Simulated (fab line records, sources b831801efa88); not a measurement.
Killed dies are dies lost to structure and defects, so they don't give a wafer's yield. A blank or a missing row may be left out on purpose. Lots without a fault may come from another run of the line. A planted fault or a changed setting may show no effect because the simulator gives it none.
One fault seen from 2 desks | flow sfq_line | each desk has only its own numbers; what lay behind them comes last

THE TOOL OWNER'S DESK: cmp-02
The tool's own readings at SFQ_TRILAYER_I1_CMP_CMP_046 (polishes SiO2): means of the sampled wafers that have a number, for each lot that ran on this tool. A lot is out of limits, marked OUT, if its mean lies more than 4 standard deviations from the usual mean; the brackets give that distance.
Columns: A = edge_zone_pressure_frac at SFQ_TRILAYER_I1_CMP_CMP_046, usual 1.000; B = motor_current_A at SFQ_TRILAYER_I1_CMP_CMP_046, usual 9.4 A; C = time_to_endpoint_s at SFQ_TRILAYER_I1_CMP_CMP_046, usual 213 s
lot  | first seen here | A     | B   | C
L275 | day 22 02:56    | 1.004 | 9.3 | 219
L278 | day 24 22:23    | 1.003 | 9.0 | 195
L288 | day 28 21:04    | 0.992 | 9.2 | 195
L291 | day 30 18:28    | 1.003 | 9.0 | 217
L293 | day 31 22:22    | 1.001 | 9.2 | 201
L294 | day 32 12:14    | 1.004 | 9.4 | 207
L295 | day 32 18:44    | 0.991 | 8.4 | 214
L297 | day 33 15:44    | 0.998 | 9.1 | 215
L298 | day 34 00:44    | 0.998 | 8.4 | 221
This desk's finding: nothing out of limits on any of the 9 lots.

THE METROLOGY DESK
What the gauges read, lot by lot, whatever tool the lot ran on: means of the sampled wafers that have a number. A lot is out of limits, marked OUT, if its mean lies more than 4 standard deviations from the usual mean; the brackets give that distance.
Columns: A = M1_OVL at SFQ_M1_OVL_MEAS_911, usual 3 nm
lot  | first seen here | A
L275 | day 22 01:20    | 8
L278 | day 24 20:08    | 6
L287 | day 28 05:59    | -1
L288 | day 28 14:23    | 2
L289 | day 29 08:23    | 8
L290 | day 29 15:35    | 2
L291 | day 30 12:07    | 5
L292 | day 31 09:49    | 4
L293 | day 31 19:25    | 1
L294 | day 32 11:09    | 6
L295 | day 32 15:57    | -7
L297 | day 33 06:22    | 3
L298 | day 33 12:21    | 8
This desk's finding: nothing out of limits on any of the 13 lots.

PUT TOGETHER
The tool owner's desk saw nothing out of limits.
The metrology desk saw nothing out of limits.

WHAT THE SIMULATOR HAD PUT IN
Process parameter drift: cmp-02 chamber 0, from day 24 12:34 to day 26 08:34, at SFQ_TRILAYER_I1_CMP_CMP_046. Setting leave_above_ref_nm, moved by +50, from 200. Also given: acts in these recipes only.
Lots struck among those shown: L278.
